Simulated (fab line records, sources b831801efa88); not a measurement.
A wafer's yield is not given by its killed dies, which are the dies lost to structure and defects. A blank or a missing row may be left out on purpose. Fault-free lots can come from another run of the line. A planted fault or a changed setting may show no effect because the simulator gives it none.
fab line records | flow sky130
record lots=7 | wafers=21 | last_day=50
route steps=708 shown VT_ADJUST_PCH@151 SONOS_TUNNEL@154 PAD_OPEN@708
lots that met no fault: taken from a fault-free run of the same line
start_h: the number of hours between the record's first day and the start of the first shown wafer of the lot | wait_h: hours since the lot's step before | " the same as in the row above | L1.1+2: a single row standing in for several wafers | - no value, or no start was given | * or withheld: withheld | < > ~ a bound
route shown NAME@n: names a module that has steps shown in the file, with the first one's number in the route | usual: average and standard deviation across the fault-free wafers | same: alike in all rows | chamber/n: place in a boat | sites: per-site readings | _std_site: standard deviation of those values | _edge_site: outer sites' mean less inner sites' | radius_mm: how far each site lies from the wafer's centre | mask NAME#n: copy n | behind: the last tool/chamber to shape the wafer | hold: why the lot was held/for how many hours/how that ended | device: which transistor (n, p or np) failed to switch | end of line: tests run on the same wafers once the route is complete | where a step has no rows: the recipe by itself | killed: not the wafer's yield, but the dies lost to structure and defects at the first sort | map: dies across one wafer; x = killed, . = not, _ = none there
set.NAME: the setting that was run; set.NAME@STEP: the one run at that earlier step | model.NAME: the simulator's own value behind a step, which no gauge read
a table for each step, a row for each wafer; lots at some steps of the route
services: when a tool's chamber went out of use (start_h, in hours from the record's first day, below 0 if earlier), for how many hours, and the reason
## steps
# step SKY_VT_ADJUST_PCH_IMPLANT_08
# recipe species=B | energy_kev=10 | dose_cm2=5e+11 | tilt_deg=withheld
# step SKY_VT_ADJUST_PCH_STRIP_09
# recipe chemistry=O2/N2 | power_w=1400 | pressure_mtorr=1500 | platen_temp_c=withheld | o2_flow_sccm=3000 | n2_flow_sccm=300 | overash_fraction=0.5
# usual drypump_motor_current_A=5.5/0.48 | oes_product_au=0.722/0.005 | strip_time_to_endpoint_s=36.91/0.11
lot.wafer | tool            | chamber | start_h | wait_h | drypump_motor_current_A | oes_product_au | rf_hours_counter_h | strip_time_to_endpoint_s
L463.2    | plasma_asher-01 | 0       | 274.04  | 0.1    | 5.7                     | 0.715          | 16                 | 36.94
L463.3    | "               | 0       | "       | "      | 5.7                     | 0.714          | -                  | 36.99
L463.6    | "               | 0       | "       | "      | 5.7                     | 0.730          | -                  | 37.03
L464.1    | plasma_asher-04 | 1       | 285.39  | 0.1    | 4.8                     | 0.713          | 47                 | 37.00
L464.3    | "               | 0       | "       | "      | 6.2                     | 0.724          | -                  | 36.86
L464.4    | "               | 1       | "       | "      | 4.8                     | 0.719          | -                  | 37.03
L465.1    | plasma_asher-01 | 0       | 288.24  | 0.1    | 5.7                     | 0.730          | 17                 | 36.83
L465.2    | "               | 1       | "       | "      | 5.6                     | 0.721          | 17                 | 36.97
L465.6    | "               | 1       | "       | "      | 5.6                     | 0.722          | -                  | 36.94
L466.2    | plasma_asher-01 | 0       | 299.29  | 0.1    | 5.7                     | 0.726          | 18                 | 36.83
L466.3    | "               | 1       | "       | "      | 5.6                     | 0.714          | -                  | 36.96
L466.4    | "               | 0       | "       | "      | 5.7                     | 0.732          | -                  | 36.94
L471.1    | plasma_asher-03 | 0       | 333.69  | 0.1    | 4.9                     | 0.720          | 64                 | 36.93
L471.2    | "               | 1       | "       | "      | 5.7                     | 0.726          | 64                 | 36.94
L471.6    | "               | 1       | "       | "      | 5.7                     | 0.729          | -                  | 37.03
L476.2    | plasma_asher-03 | 0       | 374.04  | 0.1    | 4.9                     | 0.733          | 68                 | 36.92
L476.4    | "               | 0       | "       | "      | 4.9                     | 0.719          | -                  | 36.92
L476.5    | "               | 0       | "       | "      | 4.9                     | 0.717          | -                  | 36.88
L479.2    | plasma_asher-03 | 1       | 405.49  | 0.1    | 5.7                     | 0.724          | 71                 | 36.88
L479.3    | "               | 0       | "       | "      | 4.9                     | 0.720          | -                  | 36.89
L479.5    | "               | 0       | "       | "      | 4.9                     | 0.722          | -                  | 36.90
# step SKY_VT_ADJUST_PCH_TW_MEAS_10
# usual VT_ADJUST_PCH_TW=143.1/0.94
lot.wafer | tool          | chamber | start_h | wait_h | VT_ADJUST_PCH_TW
L463.2    | film_metro-01 | -       | 274.15  | 0.1    | 142.7
L463.3    | "             | -       | "       | "      | 142.5
L463.6    | "             | -       | "       | "      | 142.6
L464.1    | film_metro-01 | -       | 285.49  | 0.1    | 143.7
L464.3    | "             | -       | "       | "      | 143.8
L464.4    | "             | -       | "       | "      | 143.5
L465.1    | film_metro-01 | -       | 288.34  | 0.1    | 143.3
L465.2    | "             | -       | "       | "      | 143.3
L465.6    | "             | -       | "       | "      | 144.1
L466.2    | film_metro-01 | -       | 299.40  | 0.1    | 143.6
L466.3    | "             | -       | "       | "      | 143.6
L466.4    | "             | -       | "       | "      | 144.8
L471.1    | film_metro-01 | -       | 333.79  | 0.1    | 143.4
L471.2    | "             | -       | "       | "      | 144.6
L471.6    | "             | -       | "       | "      | 143.4
L476.2    | film_metro-01 | -       | 374.15  | 0.1    | 143.3
L476.4    | "             | -       | "       | "      | 142.7
L476.5    | "             | -       | "       | "      | 143.3
L479.2    | film_metro-01 | -       | 405.60  | 0.1    | 143.7
L479.3    | "             | -       | "       | "      | 143.9
L479.5    | "             | -       | "       | "      | 143.6
# step SKY_SONOS_TUNNEL_DEHYDRATE_00
# recipe temp_c=200 | time_s=60
# step SKY_SONOS_TUNNEL_HMDS_01
# recipe prime_time_s=60 | prime_temp_c=120
# step SKY_SONOS_TUNNEL_COAT_02
# recipe resist=NOVOLAK | spin_rpm=3000 | resist_thk_nm=1140
# step SKY_SONOS_TUNNEL_SOFTBAKE_03
# recipe temp_c=90 | time_s=60 | resist=NOVOLAK
# step SKY_SONOS_TUNNEL_EXPOSE_04
# recipe mask_id=TUNM | na=0.6 | source_shape=conventional | sigma_outer=0.6 | polarization=unpolarized | target_cd_nm=410 | dose_mj=136
# step SKY_SONOS_TUNNEL_PEB_05
# recipe temp_c=withheld | time_s=* | resist=NOVOLAK
# step SKY_SONOS_TUNNEL_DEVELOP_06
# recipe resist=NOVOLAK | developer=TMAH | develop_time_s=60 | dev_temp_c=23
# step SKY_SONOS_TUNNEL_CD_MEAS_07
# recipe target_cd_nm=410
# usual cd_nm=411.2/2.2
lot.wafer | tool      | chamber | start_h | wait_h | cd_nm
L463.2    | cd_sem-02 | -       | 299.53  | 0.1    | 409.3
L463.3    | "         | -       | "       | "      | 407.4
L463.6    | "         | -       | "       | "      | 407.7
L464.1    | cd_sem-02 | -       | 311.61  | 0.1    | 415.5
L464.3    | "         | -       | "       | "      | 418.3
L464.4    | "         | -       | "       | "      | 416.6
L465.1    | cd_sem-02 | -       | 314.11  | 0.1    | 410.0
L465.2    | "         | -       | "       | "      | 409.2
L465.6    | "         | -       | "       | "      | 411.9
L466.2    | cd_sem-01 | -       | 325.13  | 0.1    | 411.5
L466.3    | "         | -       | "       | "      | 411.0
L466.4    | "         | -       | "       | "      | 411.8
L471.1    | cd_sem-02 | -       | 360.68  | 0.1    | 413.5
L471.2    | "         | -       | "       | "      | 415.8
L471.6    | "         | -       | "       | "      | 412.9
L476.2    | cd_sem-01 | -       | 403.65  | 0.1    | 412.1
L476.4    | "         | -       | "       | "      | 412.3
L476.5    | "         | -       | "       | "      | 411.8
L479.2    | cd_sem-02 | -       | 436.08  | 0.1    | 407.3
L479.3    | "         | -       | "       | "      | 410.9
L479.5    | "         | -       | "       | "      | 410.8
# step SKY_SONOS_TUNNEL_OVL_MEAS_08
# usual SONOS_TUNNEL_OVL=0.4/1.4
lot.wafer | tool       | chamber | start_h | wait_h | SONOS_TUNNEL_OVL[nm]
L463.2    | overlay-02 | -       | 299.64  | 0.1    | 1.1
L463.3    | "          | -       | "       | "      | -1.2
L463.6    | "          | -       | "       | "      | 0.2
L464.1    | overlay-01 | -       | 311.73  | 0.1    | -0.2
L464.3    | "          | -       | "       | "      | 1.3
L464.4    | "          | -       | "       | "      | -0.9
L465.1    | overlay-01 | -       | 314.23  | 0.1    | -1.7
L465.2    | "          | -       | "       | "      | -0.7
L465.6    | "          | -       | "       | "      | -0.3
L466.2    | overlay-02 | -       | 325.23  | 0.1    | 0.7
L466.3    | "          | -       | "       | "      | 0.5
L466.4    | "          | -       | "       | "      | -0.5
L471.1    | overlay-02 | -       | 360.80  | 0.1    | 0.2
L471.2    | "          | -       | "       | "      | -1.7
L471.6    | "          | -       | "       | "      | -1.0
L476.2    | overlay-02 | -       | 403.76  | 0.1    | 2.7
L476.4    | "          | -       | "       | "      | 4.2
L476.5    | "          | -       | "       | "      | 2.2
L479.2    | overlay-01 | -       | 436.19  | 0.1    | 1.4
L479.3    | "          | -       | "       | "      | 0.6
L479.5    | "          | -       | "       | "      | 1.1
# step SKY_SONOS_TUNNEL_IMPLANT_09
# recipe species=B | energy_kev=20 | dose_cm2=1e+12 | tilt_deg=withheld
lot.wafer  | tool         | chamber | start_h | wait_h
L463.2+3+6 | implanter-01 | 0       | 299.69  | 0.0
L463.2+3+6 | implanter-01 | 0       | 300.01  | 0.3
L464.1+3+4 | implanter-01 | 0       | 311.76  | 0.0
L464.1+3+4 | implanter-01 | 0       | 312.23  | 0.4
L465.1+2+6 | implanter-02 | 0       | 314.26  | 0.0
L466.2+3+4 | implanter-01 | 0       | 325.29  | 0.0
L471.1+2+6 | implanter-04 | 0       | 360.84  | 0.0
L471.1+2+6 | implanter-04 | 0       | 361.15  | 0.3
L476.2+4+5 | implanter-04 | 0       | 403.81  | 0.0
L479.2+3+5 | implanter-04 | 0       | 436.24  | 0.0
# step SKY_SONOS_TUNNEL_WET_ETCH_10
# recipe chemistry=dHF | target_depth_nm=14 | target=SiO2 | dilution=100:1 | temp_c=25 | time_s=280
# step SKY_SONOS_TUNNEL_STRIP_11
# recipe chemistry=SPM | time_s=600 | temp_c=130
# step SKY_SONOS_TUNNEL_TW_MEAS_12
# usual SONOS_TUNNEL_TW=197.5/1.6
lot.wafer | tool          | chamber | start_h | wait_h | SONOS_TUNNEL_TW
L463.2    | film_metro-03 | -       | 300.72  | 0.1    | 238.7
L463.3    | "             | -       | "       | "      | 239.9
L463.6    | "             | -       | "       | "      | 239.0
L464.1    | film_metro-04 | -       | 312.89  | 0.0    | 243.9
L464.3    | "             | -       | "       | "      | 243.5
L464.4    | "             | -       | "       | "      | 242.0
L465.1    | film_metro-04 | -       | 314.67  | 0.0    | 200.1
L465.2    | "             | -       | "       | "      | 200.8
L465.6    | "             | -       | "       | "      | 199.7
L466.2    | film_metro-04 | -       | 325.68  | 0.0    | 198.5
L466.3    | "             | -       | "       | "      | 199.6
L466.4    | "             | -       | "       | "      | 199.4
L471.1    | film_metro-04 | -       | 361.57  | 0.0    | 239.2
L471.2    | "             | -       | "       | "      | 242.0
L471.6    | "             | -       | "       | "      | 241.1
L476.2    | film_metro-04 | -       | 404.39  | 0.0    | 198.4
L476.4    | "             | -       | "       | "      | 196.5
L476.5    | "             | -       | "       | "      | 196.0
L479.2    | film_metro-04 | -       | 436.64  | 0.0    | 195.7
L479.3    | "             | -       | "       | "      | 196.6
L479.5    | "             | -       | "       | "      | 197.1
# step SKY_SONOS_TUNNEL_CLEAN_13
# recipe chemistry=dHF | time_s=20 | dilution=100:1 | dry=ipa_marangoni
# step SKY_PAD_OPEN_PROBE_99
# usual killed_at_M0_to_M3=43/7.2 | killed_at_M4_up=3.0/2 | killed_at_contacts=24/5.5 | killed_at_front_end=15/4.2 | killed_at_other=0.3/0.51 | killed_dies=85/10 | killed_open=46/7.3 | killed_short=38/6.4
# same gross_dies=492 | killed_at_back_side=0
lot.wafer | tool      | chamber | start_h | wait_h | killed_at_M0_to_M3 | killed_at_M4_up | killed_at_contacts | killed_at_front_end | killed_at_other | killed_dies | killed_open | killed_short | model.etest.tip_sonos.rs_ohm_sq | model.etest.sonos_uncharged.r_on_ohm_um | model.etest.sonos_baked.vt_v | model.etest.sonos_programmed.vt_v | model.etest.sonos_uncharged.vt_v | model.etest.sonos_erased.vt_v
L463.2    | prober-02 | -       | 1120.75 | 0.1    | 37                 | 4               | 26                 | 16                  | 0               | 83          | 37          | 46           | 2931                            | 882.1                                   | 1.213                        | 1.757                             | -0.1863                          | -2.091
L463.3    | prober-02 | -       | 1120.80 | 0.2    | 40                 | 4               | 29                 | 17                  | 0               | 90          | 48          | 42           | 2898                            | 874.9                                   | 1.258                        | 1.74                              | -0.2312                          | -2.145
L463.6    | prober-02 | -       | 1120.95 | 0.2    | 28                 | 3               | 20                 | 17                  | 0               | 68          | 35          | 33           | 2922                            | 874                                     | 1.25                         | 1.779                             | -0.2208                          | -2.111
L465.1    | prober-01 | -       | 1129.71 | 0.1    | 47                 | 2               | 28                 | 16                  | 1               | 94          | 53          | 41           | 2691                            | 819.1                                   | 0.9268                       | 1.438                             | -0.4193                          | -2.211
L465.2    | prober-01 | -       | 1129.76 | 0.1    | 48                 | 7               | 25                 | 10                  | 0               | 90          | 50          | 40           | 2675                            | 816.8                                   | 0.9346                       | 1.412                             | -0.4418                          | -2.197
L465.6    | prober-01 | -       | 1129.96 | 0.2    | 47                 | 0               | 29                 | 11                  | 1               | 88          | 46          | 42           | 2690                            | 838.2                                   | 0.9641                       | 1.448                             | -0.4239                          | -2.218
L464.1    | prober-02 | -       | 1130.67 | 0.1    | 48                 | 2               | 19                 | 16                  | 1               | 86          | 57          | 29           | 2975                            | 882.3                                   | 1.217                        | 1.762                             | -0.208                           | -2.034
L464.3    | prober-02 | -       | 1130.77 | 0.2    | 42                 | 6               | 14                 | 14                  | 0               | 76          | 41          | 35           | 2969                            | 895                                     | 1.222                        | 1.706                             | -0.1783                          | -2.087
L464.4    | prober-02 | -       | 1130.82 | 0.2    | 40                 | 0               | 22                 | 16                  | 0               | 78          | 43          | 35           | 2962                            | 890                                     | 1.22                         | 1.74                              | -0.2009                          | -2.05
L466.2    | prober-01 | -       | 1139.27 | 0.1    | 44                 | 1               | 20                 | 20                  | 0               | 85          | 48          | 37           | 2612                            | 817.2                                   | 0.9301                       | 1.442                             | -0.4364                          | -2.273
L466.3    | prober-01 | -       | 1139.32 | 0.2    | 50                 | 3               | 27                 | 20                  | 1               | 101         | 61          | 40           | 2622                            | 812.1                                   | 0.9047                       | 1.427                             | -0.428                           | -2.318
L466.4    | prober-01 | -       | 1139.37 | 0.2    | 52                 | 1               | 24                 | 18                  | 1               | 96          | 58          | 38           | 2607                            | 825.3                                   | 0.9105                       | 1.362                             | -0.4306                          | -2.266
L471.1    | prober-01 | -       | 1162.95 | 0.1    | 37                 | 4               | 15                 | 16                  | 0               | 72          | 47          | 25           | 2686                            | 876.2                                   | 1.207                        | 1.681                             | -0.1867                          | -2.018
L471.2    | prober-01 | -       | 1163.00 | 0.1    | 50                 | 2               | 24                 | 19                  | 0               | 95          | 50          | 45           | 2682                            | 872.6                                   | 1.184                        | 1.644                             | -0.2134                          | -1.995
L471.6    | prober-01 | -       | 1163.20 | 0.2    | 45                 | 1               | 22                 | 9                   | 1               | 78          | 38          | 40           | 2713                            | 879.5                                   | 1.146                        | 1.638                             | -0.2213                          | -1.998
L476.2    | prober-02 | -       | 1184.77 | 0.1    | 43                 | 2               | 16                 | 13                  | 0               | 74          | 37          | 37           | 2594                            | 812.5                                   | 0.9006                       | 1.378                             | -0.427                           | -2.208
L476.4    | prober-02 | -       | 1184.87 | 0.2    | 50                 | 2               | 30                 | 12                  | 0               | 94          | 49          | 45           | 2599                            | 820.8                                   | 0.9475                       | 1.471                             | -0.3945                          | -2.208
L476.5    | prober-02 | -       | 1184.92 | 0.2    | 37                 | 7               | 22                 | 12                  | 0               | 78          | 38          | 40           | 2631                            | 829.4                                   | 0.9837                       | 1.473                             | -0.4155                          | -2.249
L479.2    | prober-01 | -       | 1203.53 | 0.1    | 48                 | 2               | 35                 | 14                  | 1               | 100         | 56          | 44           | 2647                            | 829.1                                   | 0.9604                       | 1.428                             | -0.3765                          | -2.301
L479.3    | prober-01 | -       | 1203.58 | 0.2    | 49                 | 3               | 32                 | 10                  | 0               | 94          | 61          | 33           | 2722                            | 831.5                                   | 0.9187                       | 1.457                             | -0.3832                          | -2.295
L479.5    | prober-01 | -       | 1203.68 | 0.2    | 29                 | 1               | 21                 | 18                  | 0               | 69          | 39          | 30           | 2717                            | 819.8                                   | 0.9852                       | 1.499                             | -0.4203                          | -2.313
# killed by level:class
L463.2 CONTACT:geometric_particle:open=8 METAL1:geometric_particle:short=7 VIA3:geometric_particle:open=7 CONTACT:geometric_particle:short=6 FIELD_ISO:geometric_particle:short=5 LI_CONTACT:geometric_particle:open=5 POLY_GATE:geometric_particle:short=5 LOCAL_INTERCONNECT:geometric_particle:short=5
L463.3 LI_CONTACT:geometric_particle:open=10 VIA2:geometric_particle:open=10 CONTACT:geometric_particle:open=9 METAL2:geometric_particle:short=6 VIA1:geometric_particle:open=6 POLY_GATE:geometric_particle:short=5 CONTACT:geometric_particle:short=5 METAL1:geometric_particle:short=5
L463.6 CONTACT:geometric_particle:open=9 POLY_GATE:geometric_particle:open=7 CONTACT:geometric_particle:short=6 VIA2:geometric_particle:open=6 FIELD_ISO:geometric_particle:short=5 METAL1:geometric_particle:short=4 VIA1:geometric_particle:open=4 LOCAL_INTERCONNECT:geometric_particle:short=3
L465.1 VIA1:geometric_particle:open=14 LI_CONTACT:geometric_particle:open=10 CONTACT:geometric_particle:open=9 VIA2:geometric_particle:open=8 CONTACT:geometric_particle:short=6 FIELD_ISO:geometric_particle:short=5 VIA1:geometric_particle:short=5 METAL2:geometric_particle:short=5
L465.2 VIA1:geometric_particle:open=18 VIA1:geometric_particle:short=10 CONTACT:geometric_particle:open=7 METAL2:geometric_particle:short=7 LOCAL_INTERCONNECT:geometric_particle:short=6 LI_CONTACT:geometric_particle:open=6 VIA3:geometric_particle:open=4 METAL1:geometric_particle:short=4
L465.6 VIA1:geometric_particle:open=14 CONTACT:geometric_particle:open=12 LOCAL_INTERCONNECT:geometric_particle:short=7 METAL1:geometric_particle:short=7 LI_CONTACT:geometric_particle:open=5 SPACER:geometric_particle:short=4 LI_CONTACT:geometric_particle:short=4 VIA2:geometric_particle:open=4
L464.1 VIA1:geometric_particle:open=17 CONTACT:geometric_particle:open=11 VIA3:geometric_particle:open=9 FIELD_ISO:geometric_particle:short=5 FIELD_ISO:geometric_particle:open=5 LI_CONTACT:geometric_particle:open=5 VIA1:geometric_particle:short=5 METAL1:geometric_particle:short=5
L464.3 VIA1:geometric_particle:open=9 METAL1:geometric_particle:short=8 VIA1:geometric_particle:short=7 CONTACT:geometric_particle:open=6 VIA3:geometric_particle:open=6 POLY_GATE:geometric_particle:open=4 VIA2:geometric_particle:open=4 METAL4:geometric_particle:short=4
L464.4 VIA3:geometric_particle:open=10 FIELD_ISO:geometric_particle:short=9 VIA1:geometric_particle:open=8 LI_CONTACT:geometric_particle:open=7 CONTACT:geometric_particle:open=6 LI_CONTACT:geometric_particle:short=5 VIA1:geometric_particle:short=5 VIA2:geometric_particle:open=5
L466.2 VIA1:geometric_particle:open=12 LI_CONTACT:geometric_particle:open=9 METAL1:geometric_particle:short=9 VIA2:geometric_particle:open=7 FIELD_ISO:geometric_particle:short=6 CONTACT:geometric_particle:open=6 FIELD_ISO:geometric_particle:open=4 POLY_GATE:geometric_particle:short=4
L466.3 VIA1:geometric_particle:open=13 CONTACT:geometric_particle:open=11 LI_CONTACT:geometric_particle:open=8 VIA2:geometric_particle:open=7 FIELD_ISO:geometric_particle:open=6 METAL1:geometric_particle:short=6 VIA3:geometric_particle:short=6 LOCAL_INTERCONNECT:geometric_particle:short=5
L466.4 VIA1:geometric_particle:open=19 LI_CONTACT:geometric_particle:open=9 CONTACT:geometric_particle:open=6 VIA1:geometric_particle:short=6 FIELD_ISO:geometric_particle:short=5 VIA2:geometric_particle:open=5 VIA2:geometric_particle:short=4 VIA3:geometric_particle:open=4
L471.1 VIA1:geometric_particle:open=8 VIA2:geometric_particle:open=8 CONTACT:geometric_particle:open=7 LI_CONTACT:geometric_particle:open=6 METAL1:geometric_particle:short=6 VIA3:geometric_particle:open=6 POLY_GATE:geometric_particle:open=5 FIELD_ISO:geometric_particle:open=4
L471.2 VIA1:geometric_particle:open=14 VIA3:geometric_particle:open=8 METAL2:geometric_particle:short=7 CONTACT:geometric_particle:open=6 LOCAL_INTERCONNECT:geometric_particle:short=6 POLY_GATE:geometric_particle:open=5 CONTACT:geometric_particle:short=5 VIA3:geometric_particle:short=5
L471.6 VIA3:geometric_particle:open=9 VIA1:geometric_particle:open=7 LOCAL_INTERCONNECT:geometric_particle:short=7 LI_CONTACT:geometric_particle:open=5 METAL1:geometric_particle:short=5 CONTACT:geometric_particle:open=5 METAL2:geometric_particle:short=5 VIA2:geometric_particle:short=5
L476.2 VIA1:geometric_particle:open=10 VIA3:geometric_particle:open=8 LOCAL_INTERCONNECT:geometric_particle:short=5 METAL2:geometric_particle:short=5 FIELD_ISO:geometric_particle:open=4 CONTACT:geometric_particle:short=4 CONTACT:geometric_particle:open=4 VIA1:geometric_particle:short=4
L476.4 VIA1:geometric_particle:open=12 CONTACT:geometric_particle:open=9 VIA1:geometric_particle:short=9 VIA3:geometric_particle:open=9 LI_CONTACT:geometric_particle:open=8 METAL2:geometric_particle:short=7 POLY_GATE:geometric_particle:short=5 POLY_GATE:geometric_particle:open=5
L476.5 VIA1:geometric_particle:open=10 CONTACT:geometric_particle:open=9 VIA2:geometric_particle:open=7 CONTACT:geometric_particle:short=7 METAL1:geometric_particle:short=7 METAL4:geometric_particle:short=5 VIA1:geometric_particle:short=4 POLY_GATE:geometric_particle:open=4
L479.2 LI_CONTACT:geometric_particle:open=13 CONTACT:geometric_particle:open=12 VIA3:geometric_particle:open=9 VIA2:geometric_particle:open=8 METAL2:geometric_particle:short=7 METAL1:geometric_particle:short=6 CONTACT:geometric_particle:short=5 POLY_GATE:geometric_particle:short=5
L479.3 VIA1:geometric_particle:open=17 LI_CONTACT:geometric_particle:open=11 CONTACT:geometric_particle:open=10 CONTACT:geometric_particle:short=9 METAL2:geometric_particle:short=6 VIA2:geometric_particle:open=6 VIA3:geometric_particle:open=5 FIELD_ISO:geometric_particle:short=4
L479.5 CONTACT:geometric_particle:open=9 FIELD_ISO:geometric_particle:open=7 VIA1:geometric_particle:open=6 METAL2:geometric_particle:short=6 VIA3:geometric_particle:open=5 LI_CONTACT:geometric_particle:open=4 FIELD_ISO:geometric_particle:short=3 POLY_GATE:geometric_particle:short=3
## services
tool            | chamber | start_h | hours | kind
plasma_asher-03 | -       | 257.56  | 10.5  | pm
plasma_asher-04 | -       | 276.21  | 4.3   | pm
implanter-01    | -       | 285.85  | 1.7   | repair
implanter-01    | -       | 290.31  | 1.2   | repair
plasma_asher-01 | -       | 292.43  | 1.3   | repair
implanter-01    | -       | 332.01  | 2.3   | repair
implanter-04    | -       | 333.45  | 3.8   | repair
implanter-04    | -       | 337.28  | 3.2   | pm
implanter-01    | -       | 345.32  | 34.1  | pm
plasma_asher-03 | -       | 358.85  | 5.9   | repair
implanter-02    | -       | 399.04  | 3.9   | pm
plasma_asher-04 | -       | 414.44  | 2.8   | pm
plasma_asher-01 | -       | 418.91  | 2.3   | repair
plasma_asher-03 | -       | 421.25  | 9.0   | pm
plasma_asher-03 | 0       | 421.25  | 9.0   | vent_cycle
plasma_asher-03 | 1       | 421.25  | 9.0   | vent_cycle
plasma_asher-03 | 0       | 430.25  | -     | clean
plasma_asher-03 | 1       | 430.25  | -     | clean
implanter-01    | -       | 435.09  | 4.0   | repair
## key
first_sign step=SKY_SONOS_TUNNEL_IMPLANT_09 | reading=visit | direction=added
effect step=SKY_SONOS_TUNNEL_TW_MEAS_12 | reading=SONOS_TUNNEL_TW | direction=up | sigmas=28 | usual=197.5 | struck=241.0
model_effect step=SKY_PAD_OPEN_PROBE_99 | value=etest.tip_sonos.rs_ohm_sq | without=2711 | struck=2860
met_at SKY_SONOS_TUNNEL_IMPLANT_09
struck_wafers L463.2,L463.3,L463.6,L464.1,L464.3,L464.4,L471.1,L471.2,L471.6
tester_left_out L463,L464,L471
fault kind=repeated_step_whole | tool=implanter-01,implanter-02,implanter-04 | chamber=- | onset_h=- | steps=SKY_SONOS_TUNNEL_IMPLANT_09 | times=1 | scope=struck_lots_only
# tester_left_out: of these lots the tester's yield and bins aren't shown, on N5 and GAA mostly nor the transistor test; their killed dies are dies lost to structure and defects alone, not to doping, threshold or leakage, so they don't give the yield
